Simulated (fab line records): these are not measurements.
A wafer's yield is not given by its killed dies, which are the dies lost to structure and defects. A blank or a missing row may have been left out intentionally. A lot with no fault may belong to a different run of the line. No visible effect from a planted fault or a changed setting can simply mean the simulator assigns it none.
Which tool did it? + flow sky130 + 11 lots with 33 wafers sampled at 7 steps, on a route of 708 steps

WHAT EACH GAUGE READ, for each wafer
SKY_SD_P_TW_MEAS_11. Usual: for SD_P_TW the level is 2844 and the standard deviation is 18.
| lot  | measured     | on            | SD_P_TW        | flag |
|------|--------------|---------------|----------------|------|
| L569 | day 25 17:43 | film metro-01 | 2800 2827 2813 |      |
| L570 | day 26 06:29 | film metro-02 | 2848 2867 2847 |      |
| L571 | day 26 19:17 | film metro-02 | 2856 2845 2844 |      |
| L578 | day 29 00:17 | film metro-02 | 2829 2865 2840 |      |
| L579 | day 29 04:14 | film metro-02 | 2854 2867 2843 |      |
| L580 | day 29 13:02 | film metro-04 | 2859 2855 2859 |      |
| L582 | day 30 02:22 | film metro-04 | 2855 2852 2828 |      |
| L581 | day 30 06:39 | film metro-02 | 2862 2849 2847 |      |
| L588 | day 32 08:02 | film metro-02 | 2656 2664 2658 | OFF  |
| L590 | day 32 13:54 | film metro-02 | 2661 2653 2668 | OFF  |
| L592 | day 33 09:00 | film metro-02 | 2835 2837 2854 |      |

SKY_SD_N_RS_MEAS_17: measures by four-point-probe. Usual: for SD_P_RS the level is 147.1 ohm/sq and the standard deviation is 0.37.
| lot  | measured     | on            | SD_P_RS (ohm/sq)  | flag |
|------|--------------|---------------|-------------------|------|
| L569 | day 28 04:52 | film metro-04 | 147.0 147.2 147.1 |      |
| L570 | day 28 18:16 | film metro-04 | 147.8 147.0 147.3 |      |
| L571 | day 29 04:43 | film metro-01 | 147.7 147.4 147.5 |      |
| L578 | day 31 09:27 | film metro-02 | 147.2 146.7 147.1 |      |
| L579 | day 31 12:46 | film metro-01 | 147.0 146.7 146.4 |      |
| L580 | day 31 21:56 | film metro-04 | 146.9 147.9 147.0 |      |
| L582 | day 32 10:22 | film metro-02 | 147.5 146.7 147.1 |      |
| L581 | day 32 14:27 | film metro-01 | 147.9 147.1 147.3 |      |
| L588 | day 34 14:18 | film metro-02 | 165.3 165.5 165.8 | OFF  |
| L590 | day 34 19:10 | film metro-04 | 165.1 164.6 164.9 | OFF  |
| L592 | day 35 15:29 | film metro-04 | 147.9 146.9 147.1 |      |

SKY_LI_CONTACT_OVL_MEAS_13. Usual: for LI_CONTACT_OVL the level is -1 nm and the standard deviation is 6.
| lot  | measured     | on         | LI_CONTACT_OVL (nm) | flag |
|------|--------------|------------|---------------------|------|
| L569 | day 29 10:43 | overlay-01 | -1 7 8              |      |
| L570 | day 29 23:40 | overlay-02 | 5 5 4               |      |
| L571 | day 30 10:13 | overlay-01 | 1 -2 -4             |      |
| L578 | day 32 13:58 | overlay-02 | -1 2 2              |      |
| L579 | day 32 16:56 | overlay-01 | 7 -6 -9             |      |
| L580 | day 33 01:35 | overlay-02 | 12 6 6              |      |
| L582 | day 33 14:28 | overlay-01 | -2 -6 3             |      |
| L581 | day 33 17:38 | overlay-01 | -14 -10 -8          |      |
| L588 | day 35 18:11 | overlay-02 | -4 3 -8             |      |
| L590 | day 35 22:35 | overlay-01 | -1 -4 0             |      |
| L592 | day 36 17:15 | overlay-02 | 1 -4 0              |      |

SKY_LOCAL_INTERCONNECT_RS_MEAS_01: measures by four-point-probe. Usual: for LOCAL_INTERCONNECT_TIN_RS the level is 14.15 ohm/sq and the standard deviation is 0.14.
| lot  | measured     | on            | LOCAL_INTERCONNECT_TIN_RS (ohm/sq) | flag |
|------|--------------|---------------|------------------------------------|------|
| L569 | day 29 11:59 | film metro-02 | 13.97 14.05 14.15                  |      |
| L570 | day 30 00:56 | film metro-03 | 14.15 14.07 14.16                  |      |
| L571 | day 30 11:30 | film metro-04 | 14.41 14.25 14.26                  |      |
| L578 | day 32 15:14 | film metro-03 | 13.85 14.09 13.88                  |      |
| L579 | day 32 18:22 | film metro-02 | 14.16 14.06 13.92                  |      |
| L580 | day 33 03:01 | film metro-02 | 14.23 14.56 14.30                  |      |
| L582 | day 33 15:55 | film metro-04 | 14.11 14.29 14.13                  |      |
| L581 | day 33 18:55 | film metro-04 | 14.24 14.20 14.24                  |      |
| L588 | day 35 19:41 | film metro-04 | 14.12 14.15 14.26                  |      |
| L590 | day 36 00:02 | film metro-04 | 14.11 14.12 13.95                  |      |
| L592 | day 36 18:33 | film metro-02 | 14.03 14.19 14.06                  |      |

SKY_LOCAL_INTERCONNECT_CD_MEAS_11: the cd target is 170 nm. Usual: 169.8 nm for cd nm, sd 1.6.
| lot  | measured     | on        | cd nm (nm)        | flag |
|------|--------------|-----------|-------------------|------|
| L569 | day 30 15:37 | cd sem-02 | 166.5 168.6 167.2 |      |
| L570 | day 31 04:53 | cd sem-01 | 172.0 171.2 170.0 |      |
| L571 | day 31 14:10 | cd sem-01 | 171.6 169.3 171.0 |      |
| L578 | day 33 17:42 | cd sem-02 | 170.9 170.5 170.0 |      |
| L579 | day 33 21:07 | cd sem-01 | 168.6 168.5 168.5 |      |
| L580 | day 34 06:23 | cd sem-02 | 173.3 172.0 172.6 |      |
| L582 | day 34 18:53 | cd sem-01 | 171.8 173.7 172.1 |      |
| L581 | day 34 21:23 | cd sem-01 | 170.5 170.7 169.8 |      |
| L588 | day 36 21:57 | cd sem-01 | 171.5 170.7 171.8 |      |
| L590 | day 37 01:56 | cd sem-02 | 169.4 172.1 171.2 |      |
| L592 | day 37 20:14 | cd sem-01 | 168.7 170.2 169.0 |      |

TOOL THAT RAN EACH LOT (tool first, then ch and the chambers of the sampled wafers, then the start)
| lot  | SKY_SD_P_IMPLANT_09             | SKY_SD_P_STRIP_10                    |
|------|---------------------------------|--------------------------------------|
| L569 | implanter-04 ch 0, day 25 17:28 | plasma asher-04 ch 1, day 25 17:37   |
| L570 | implanter-04 ch 0, day 26 06:14 | plasma asher-02 ch 0,1, day 26 06:23 |
| L571 | implanter-01 ch 0, day 26 19:02 | plasma asher-01 ch 0,1, day 26 19:11 |
| L578 | implanter-01 ch 0, day 29 00:03 | plasma asher-01 ch 0,1, day 29 00:10 |
| L579 | implanter-04 ch 0, day 29 03:59 | plasma asher-01 ch 0,1, day 29 04:08 |
| L580 | implanter-01 ch 0, day 29 12:47 | plasma asher-02 ch 0,1, day 29 12:56 |
| L582 | implanter-04 ch 0, day 30 01:58 | plasma asher-01 ch 0,1, day 30 02:16 |
| L581 | implanter-01 ch 0, day 30 06:25 | plasma asher-01 ch 0,1, day 30 06:32 |
| L588 | implanter-04 ch 0, day 32 07:49 | plasma asher-02 ch 0,1, day 32 07:57 |
| L590 | implanter-04 ch 0, day 32 13:40 | plasma asher-04 ch 1, day 32 13:47   |
| L592 | implanter-01 ch 0, day 33 08:47 | plasma asher-02 ch 0,1, day 33 08:54 |
- SKY_SD_P_IMPLANT_09
- SKY_SD_P_STRIP_10: strips in O2/N2.

AS READ BY THE TOOLS THEMSELVES (means over the sampled wafers that have a number; for cases with no such wafer, the mark the record gives instead)
SKY_SD_P_IMPLANT_09. Usual: 20.000 for beam energy keV, sd 0.0064.
| lot  | tool         | beam energy keV | flag |
|------|--------------|-----------------|------|
| L569 | implanter-04 | 19.999          |      |
| L570 | implanter-04 | 20.001          |      |
| L571 | implanter-01 | 19.998          |      |
| L578 | implanter-01 | 20.001          |      |
| L579 | implanter-04 | 20.002          |      |
| L580 | implanter-01 | 19.995          |      |
| L582 | implanter-04 | 20.003          |      |
| L581 | implanter-01 | 19.997          |      |
| L588 | implanter-04 | 15.431          | OFF  |
| L590 | implanter-04 | 15.418          | OFF  |
| L592 | implanter-01 | 19.999          |      |

SKY_SD_P_STRIP_10. Usual: drypump motor current A 6.1 A, standard deviation 0.46; n2 flow sccm 300.0 sccm, standard deviation 0.8; oes product au 0.618 a.u., standard deviation 0.0047; strip time to endpoint s 17.51 s, standard deviation 0.037.
| lot  | tool            | drypump motor current A (A) | n2 flow sccm (sccm) | oes product au (a.u.) | strip time to endpoint s (s) | flag |
|------|-----------------|-----------------------------|---------------------|-----------------------|------------------------------|------|
| L569 | plasma asher-04 | 5.8                         | 299.7               | 0.622                 | 17.46                        |      |
| L570 | plasma asher-02 | 5.8                         | 300.4               | 0.615                 | 17.49                        |      |
| L571 | plasma asher-01 | 6.5                         | 301.2               | 0.621                 | 17.56                        |      |
| L578 | plasma asher-01 | 6.6                         | 300.0               | 0.614                 | 17.47                        |      |
| L579 | plasma asher-01 | 6.6                         | 299.2               | 0.619                 | 17.51                        |      |
| L580 | plasma asher-02 | 5.6                         | 300.8               | 0.619                 | 17.46                        |      |
| L582 | plasma asher-01 | 6.6                         | 299.6               | 0.622                 | 17.56                        |      |
| L581 | plasma asher-01 | 6.6                         | 299.8               | 0.621                 | 17.50                        |      |
| L588 | plasma asher-02 | 5.8                         | 299.7               | 0.632                 | 16.82                        | OFF  |
| L590 | plasma asher-04 | 5.8                         | 300.1               | 0.631                 | 16.79                        | OFF  |
| L592 | plasma asher-02 | 5.8                         | 299.4               | 0.622                 | 17.49                        |      |

THE ANSWER, worked out from the rows above alone
Rule: lot off if the mean of its wafers having a number is beyond 3 standard deviations from the usual mean. A lot without any number at a reading at which 4 lots or more have one is off too. Any other lot the step has rows for is counted as sound. First the gauges in route order, then the tools' own readings, where a lot's mean is used as printed above. At the first step where some lot is off, the reading lying furthest off is the one used; lots without a number count as furthest.
Off: L588, L590, seen at SKY_SD_P_TW_MEAS_11 (SD_P_TW).
A tool fits if, at a process step before that reading, it ran every lot that is off, and no sound lot after the first of them. Not tried: the gauges at SKY_SD_P_TW_MEAS_11; whatever is off there is also off at SKY_SD_P_IMPLANT_09, on other tools, and gauge error can't account for it. One fits: SKY_SD_P_IMPLANT_09 on implanter-04. Its last sound lot is L582 (day 30 01:58), its first lot that is off L588 (day 32 07:49): a fault that began between those two fits.
On the lots that are off, the tool's own readings at SKY_SD_P_IMPLANT_09 differ by more than 5 times the standard deviation of the sound lots' means, which bears it out; beam energy keV reads 15.424 there versus 19.999 on the sound lots.

WHAT THE SIMULATOR HAD INSERTED
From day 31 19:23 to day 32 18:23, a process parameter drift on implanter-04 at SKY_SD_P_IMPLANT_09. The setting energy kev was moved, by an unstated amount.
Shown lots that were struck: L588, L590. The same result came from the rule above.
